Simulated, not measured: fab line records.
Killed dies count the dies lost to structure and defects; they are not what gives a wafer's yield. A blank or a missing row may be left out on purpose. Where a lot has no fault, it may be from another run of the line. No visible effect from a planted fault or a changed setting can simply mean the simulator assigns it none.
The tool behind it: which one? || flow sky130 || Sampling: 13 lots, 39 wafers, 5 of 708 route steps

== WHAT THE GAUGES SHOWED, per wafer ==
SKY_NWELL_RS_MEAS_31: a four-point-probe measurement.
{"lot": "L538", "measured": "day 5 12:31", "on": "film_metro-02", "PWDE_RS (ohm/sq)": "5254 5245 5236"}
{"lot": "L539", "measured": "day 5 13:46", "on": "film_metro-03", "PWDE_RS (ohm/sq)": "5249 5233 5257"}
{"lot": "L540", "measured": "day 5 23:15", "on": "film_metro-03", "PWDE_RS (ohm/sq)": "5229 5248 5248"}
{"lot": "L543", "measured": "day 6 23:58", "on": "film_metro-03", "PWDE_RS (ohm/sq)": "5220 5222 5238"}
{"lot": "L545", "measured": "day 7 02:07", "on": "film_metro-02", "PWDE_RS (ohm/sq)": "5219 5198 5223"}
{"lot": "L544", "measured": "day 7 02:47", "on": "film_metro-03", "PWDE_RS (ohm/sq)": "5231 5217 5223"}
{"lot": "L546", "measured": "day 7 09:13", "on": "film_metro-02", "PWDE_RS (ohm/sq)": "5206 5213 5237"}
{"lot": "L552", "measured": "day 8 20:43", "on": "film_metro-03", "PWDE_RS (ohm/sq)": "5216 5230 5236"}
{"lot": "L555", "measured": "day 9 15:18", "on": "film_metro-02", "PWDE_RS (ohm/sq)": "5195 5194 5197"}
{"lot": "L556", "measured": "day 9 18:50", "on": "film_metro-02", "PWDE_RS (ohm/sq)": "5217 5219 5245"}
{"lot": "L558", "measured": "day 10 10:05", "on": "film_metro-04", "PWDE_RS (ohm/sq)": "5201 5200 5201"}
{"lot": "L560", "measured": "day 10 23:11", "on": "film_metro-02", "PWDE_RS (ohm/sq)": "5213 5209 5216"}
{"lot": "L561", "measured": "day 11 06:37", "on": "film_metro-04", "PWDE_RS (ohm/sq)": "5235 5239 5227"}

SKY_VT_ADJUST_HVTP_TW_MEAS_11.
{"lot": "L538", "measured": "day 6 07:34", "on": "film_metro-02", "VT_ADJUST_HVTP_TW": "1351 1352 1352"}
{"lot": "L539", "measured": "day 6 08:11", "on": "film_metro-01", "VT_ADJUST_HVTP_TW": "1341 1350 1355"}
{"lot": "L540", "measured": "day 6 19:01", "on": "film_metro-02", "VT_ADJUST_HVTP_TW": "1346 1349 1358"}
{"lot": "L543", "measured": "day 7 20:03", "on": "film_metro-01", "VT_ADJUST_HVTP_TW": "1351 1350 1362"}
{"lot": "L545", "measured": "day 7 21:56", "on": "film_metro-02", "VT_ADJUST_HVTP_TW": "1350 1349 1353"}
{"lot": "L544", "measured": "day 7 22:43", "on": "film_metro-01", "VT_ADJUST_HVTP_TW": "1353 1353 1346"}
{"lot": "L546", "measured": "day 8 06:11", "on": "film_metro-03", "VT_ADJUST_HVTP_TW": "1351 1359 1356"}
{"lot": "L552", "measured": "day 9 18:07", "on": "film_metro-02", "VT_ADJUST_HVTP_TW": "1683 1672 1679"}
{"lot": "L555", "measured": "day 10 13:22", "on": "film_metro-03", "VT_ADJUST_HVTP_TW": "1671 1681 1672"}
{"lot": "L556", "measured": "day 10 17:35", "on": "film_metro-03", "VT_ADJUST_HVTP_TW": "1358 1352 1356"}
{"lot": "L558", "measured": "day 11 08:47", "on": "film_metro-01", "VT_ADJUST_HVTP_TW": "1363 1360 1358"}
{"lot": "L560", "measured": "day 11 21:52", "on": "film_metro-01", "VT_ADJUST_HVTP_TW": "1370 1359 1362"}
{"lot": "L561", "measured": "day 12 06:28", "on": "film_metro-03", "VT_ADJUST_HVTP_TW": "1358 1360 1358"}

SKY_SD_N_RS_MEAS_16: a four-point-probe measurement.
{"lot": "L538", "measured": "day 28 04:07", "on": "film_metro-01", "SD_N_RS (ohm/sq)": "69.04 68.99 68.98"}
{"lot": "L539", "measured": "day 28 03:58", "on": "film_metro-03", "SD_N_RS (ohm/sq)": "68.89 69.05 69.00"}
{"lot": "L540", "measured": "day 28 17:23", "on": "film_metro-02", "SD_N_RS (ohm/sq)": "68.84 68.93 68.89"}
{"lot": "L543", "measured": "day 30 06:48", "on": "film_metro-03", "SD_N_RS (ohm/sq)": "68.84 68.90 68.95"}
{"lot": "L545", "measured": "day 30 06:58", "on": "film_metro-02", "SD_N_RS (ohm/sq)": "68.94 68.90 68.81"}
{"lot": "L544", "measured": "day 30 10:58", "on": "film_metro-03", "SD_N_RS (ohm/sq)": "68.97 68.95 68.97"}
{"lot": "L546", "measured": "day 30 16:32", "on": "film_metro-01", "SD_N_RS (ohm/sq)": "69.02 68.83 69.02"}
{"lot": "L552", "measured": "day 32 18:04", "on": "film_metro-03", "SD_N_RS (ohm/sq)": "69.00 69.12 69.02"}
{"lot": "L555", "measured": "day 33 10:47", "on": "film_metro-03", "SD_N_RS (ohm/sq)": "69.07 68.98 69.15"}
{"lot": "L556", "measured": "day 33 15:52", "on": "film_metro-03", "SD_N_RS (ohm/sq)": "69.08 68.90 69.03"}
{"lot": "L558", "measured": "day 34 16:13", "on": "film_metro-02", "SD_N_RS (ohm/sq)": "69.11 69.08 68.99"}
{"lot": "L560", "measured": "day 35 01:32", "on": "film_metro-02", "SD_N_RS (ohm/sq)": "68.90 68.96 69.00"}
{"lot": "L561", "measured": "day 35 09:46", "on": "film_metro-02", "SD_N_RS (ohm/sq)": "69.03 69.01 69.05"}

SKY_LI_CONTACT_OVL_MEAS_13.
{"lot": "L538", "measured": "day 29 09:33", "on": "overlay-01", "LI_CONTACT_OVL (nm)": "11 11 12"}
{"lot": "L539", "measured": "day 29 08:37", "on": "overlay-02", "LI_CONTACT_OVL (nm)": "-6 -2 -6"}
{"lot": "L540", "measured": "day 29 22:36", "on": "overlay-01", "LI_CONTACT_OVL (nm)": "17 -1 2"}
{"lot": "L543", "measured": "day 31 11:44", "on": "overlay-01", "LI_CONTACT_OVL (nm)": "7 11 2"}
{"lot": "L545", "measured": "day 31 12:20", "on": "overlay-01", "LI_CONTACT_OVL (nm)": "4 5 7"}
{"lot": "L544", "measured": "day 31 16:05", "on": "overlay-01", "LI_CONTACT_OVL (nm)": "2 0 -6"}
{"lot": "L546", "measured": "day 31 21:19", "on": "overlay-01", "LI_CONTACT_OVL (nm)": "-5 -12 -17"}
{"lot": "L552", "measured": "day 33 22:17", "on": "overlay-02", "LI_CONTACT_OVL (nm)": "-3 2 1"}
{"lot": "L555", "measured": "day 34 14:04", "on": "overlay-01", "LI_CONTACT_OVL (nm)": "-4 2 10"}
{"lot": "L556", "measured": "day 34 19:14", "on": "overlay-01", "LI_CONTACT_OVL (nm)": "6 3 1"}
{"lot": "L558", "measured": "day 35 19:43", "on": "overlay-02", "LI_CONTACT_OVL (nm)": "3 -4 4"}
{"lot": "L560", "measured": "day 36 05:11", "on": "overlay-01", "LI_CONTACT_OVL (nm)": "0 3 2"}
{"lot": "L561", "measured": "day 36 12:38", "on": "overlay-02", "LI_CONTACT_OVL (nm)": "11 9 14"}

== WHAT TOOL EACH LOT RAN ON (gives the tool, then ch and the chambers of the sampled wafers, and finally the start) ==
{"lot": "L538", "SKY_VT_ADJUST_HVTP_IMPLANT_09": "implanter-04 ch 0, day 6 07:19"}
{"lot": "L539", "SKY_VT_ADJUST_HVTP_IMPLANT_09": "implanter-04 ch 0, day 6 07:56"}
{"lot": "L540", "SKY_VT_ADJUST_HVTP_IMPLANT_09": "implanter-01 ch 0, day 6 18:46"}
{"lot": "L543", "SKY_VT_ADJUST_HVTP_IMPLANT_09": "implanter-01 ch 0, day 7 19:50"}
{"lot": "L545", "SKY_VT_ADJUST_HVTP_IMPLANT_09": "implanter-03 ch 0, day 7 21:43"}
{"lot": "L544", "SKY_VT_ADJUST_HVTP_IMPLANT_09": "implanter-01 ch 0, day 7 22:28"}
{"lot": "L546", "SKY_VT_ADJUST_HVTP_IMPLANT_09": "implanter-03 ch 0, day 8 05:56"}
{"lot": "L552", "SKY_VT_ADJUST_HVTP_IMPLANT_09": "implanter-03 ch 0, day 9 17:53"}
{"lot": "L555", "SKY_VT_ADJUST_HVTP_IMPLANT_09": "implanter-03 ch 0, day 10 13:07"}
{"lot": "L556", "SKY_VT_ADJUST_HVTP_IMPLANT_09": "implanter-04 ch 0, day 10 17:22"}
{"lot": "L558", "SKY_VT_ADJUST_HVTP_IMPLANT_09": "implanter-04 ch 0, day 11 08:32"}
{"lot": "L560", "SKY_VT_ADJUST_HVTP_IMPLANT_09": "implanter-01 ch 0, day 11 21:37"}
{"lot": "L561", "SKY_VT_ADJUST_HVTP_IMPLANT_09": "implanter-04 ch 0, day 12 06:13"}
- SKY_VT_ADJUST_HVTP_IMPLANT_09

== WHAT THE TOOLS THEMSELVES READ (means of the sampled wafers that have a number; where no wafer has one, the mark that the record gives instead) ==
SKY_VT_ADJUST_HVTP_IMPLANT_09.
{"lot": "L538", "tool": "implanter-04", "dose_ions_cm2": 4.3e+12, "end_station_pressure_torr (Torr)": 5e-06, "faraday_current_uA": 24.2}
{"lot": "L539", "tool": "implanter-04", "dose_ions_cm2": 4.3e+12, "end_station_pressure_torr (Torr)": 5e-06, "faraday_current_uA": 24.6}
{"lot": "L540", "tool": "implanter-01", "dose_ions_cm2": 4.3e+12, "end_station_pressure_torr (Torr)": 5e-06, "faraday_current_uA": 24.2}
{"lot": "L543", "tool": "implanter-01", "dose_ions_cm2": 4.3e+12, "end_station_pressure_torr (Torr)": 5e-06, "faraday_current_uA": 24.2}
{"lot": "L545", "tool": "implanter-03", "dose_ions_cm2": 4.3e+12, "end_station_pressure_torr (Torr)": 5e-06, "faraday_current_uA": 24.5}
{"lot": "L544", "tool": "implanter-01", "dose_ions_cm2": 4.3e+12, "end_station_pressure_torr (Torr)": 5e-06, "faraday_current_uA": 24.1}
{"lot": "L546", "tool": "implanter-03", "dose_ions_cm2": 4.3e+12, "end_station_pressure_torr (Torr)": 5e-06, "faraday_current_uA": 24.1}
{"lot": "L552", "tool": "implanter-03", "dose_ions_cm2": 8.3e+12, "end_station_pressure_torr (Torr)": 5e-06, "faraday_current_uA": 48.0}
{"lot": "L555", "tool": "implanter-03", "dose_ions_cm2": 8.3e+12, "end_station_pressure_torr (Torr)": 5e-06, "faraday_current_uA": 46.0}
{"lot": "L556", "tool": "implanter-04", "dose_ions_cm2": 4.3e+12, "end_station_pressure_torr (Torr)": 5e-06, "faraday_current_uA": 24.5}
{"lot": "L558", "tool": "implanter-04", "dose_ions_cm2": 4.3e+12, "end_station_pressure_torr (Torr)": 5e-06, "faraday_current_uA": 24.4}
{"lot": "L560", "tool": "implanter-01", "dose_ions_cm2": 4.3e+12, "end_station_pressure_torr (Torr)": 5e-06, "faraday_current_uA": 24.1}
{"lot": "L561", "tool": "implanter-04", "dose_ions_cm2": 4.3e+12, "end_station_pressure_torr (Torr)": 5e-06, "faraday_current_uA": 24.2}

== THE ANSWER, worked out from the rows above alone ==
Rule: usual is defined by the lots themselves. The widest of any qualifying gaps counts: lots, ordered by their means at a reading, are off when they make up no more than a third of the lots, leave a main group of 4 or more, and stand apart from it by 3 or more times the standard deviation of that group's means. If all means in a main group match to the digits the tables above print for the reading, that group is not used. A lot without any number at a reading at which 4 lots or more have one is off too. Where the step has rows for the other lots, those lots are counted as sound. After the gauges, taken in route order, come the tools' own readings; for these a lot's mean is taken, as printed above. The first step at which some lot is off is used, and at that step the reading that is off furthest; a lot without a number counts as furthest.
Off: L552, L555, at SKY_VT_ADJUST_HVTP_TW_MEAS_11 (VT_ADJUST_HVTP_TW). Main group: mean 1355, sd 4.5.
A tool fits if, at a process step before that reading, it ran every lot that is off, and no sound lot after the first of them. The gauges at SKY_VT_ADJUST_HVTP_TW_MEAS_11 aren't tried: what is off there is off at SKY_VT_ADJUST_HVTP_IMPLANT_09 too, on other tools, and a gauge's error can't cause that. One candidate fits, namely implanter-03 at SKY_VT_ADJUST_HVTP_IMPLANT_09. Its last sound lot is L546 (day 8 05:56), its first lot that is off L552 (day 9 17:53): a fault that began between those two fits.
The tool's own readings at SKY_VT_ADJUST_HVTP_IMPLANT_09 bear it out: on the lots that are off they differ by more than 5 times the standard deviation of the sound lots' means. dose_ions_cm2 reads 8.3e+12 there against 4.3e+12 on the sound lots; faraday_current_uA reads 47.0 there against 24.3 on the sound lots.

== WHAT HAD BEEN PUT IN BY THE SIMULATOR ==
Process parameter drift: implanter-03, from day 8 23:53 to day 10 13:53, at SKY_VT_ADJUST_HVTP_IMPLANT_09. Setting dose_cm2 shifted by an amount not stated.
Shown lots that were struck: L552, L555. The rule above reached the same finding.
